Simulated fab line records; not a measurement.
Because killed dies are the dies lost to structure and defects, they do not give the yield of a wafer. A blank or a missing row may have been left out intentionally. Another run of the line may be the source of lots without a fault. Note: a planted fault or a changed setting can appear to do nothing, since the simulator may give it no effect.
Which tool is to blame? -- flow sky130 -- route of 708 steps, sampled at 1 step: 12 lots, 36 wafers

WHAT EACH GAUGE READ, for each wafer
SKY_SD_N_RS_MEAS_18: uses a four-point probe to measure.
lot,measured,on,RES_XHIGH_RS (ohm/sq)
L075,day 28 03:48,film metro-02,339.9 339.6 339.3
L077,day 28 21:49,film metro-01,340.6 340.4 339.5
L079,day 29 09:39,film metro-02,340.0 340.1 339.6
L081,day 30 10:35,film metro-03,342.1 340.7 341.4
L083,day 31 00:39,film metro-03,339.6 340.5 340.1
L085,day 31 17:39,film metro-01,339.2 338.1 338.6
L087,day 32 16:21,film metro-01,340.8 340.3 340.1
L088,day 32 23:23,film metro-02,337.7 337.3 338.3
L092,day 33 18:59,film metro-01,338.0 338.5 339.6
L093,day 34 01:59,film metro-01,338.7 339.6 338.9
L095,day 34 19:22,film metro-02,337.5 338.4 336.2
L097,day 35 06:32,film metro-03,341.0 341.1 343.2

WHICH TOOL RAN EACH LOT (tool, then ch and the chambers of the sampled wafers, then the start)
Record: no process step prior to these readings.

THE ANSWER, worked out from the rows above alone
Rule: what is usual is taken from the lots themselves. Put in order of their means at a reading, lots are off if they are a third of the lots or fewer, leave a main group of 4 or more, and stand apart from it by a gap of 3 or more times the standard deviation of the main group's means; of several such gaps the widest counts. Not used: any main group whose means are identical at the precision the tables above print for the reading. Also off: a lot with no number at a reading for which 4 or more lots have one. The other lots that the step has rows for count as sound.
Across all readings shown, no lot is off: no conclusion can be drawn from this.

WHAT THE SIMULATOR PUT IN
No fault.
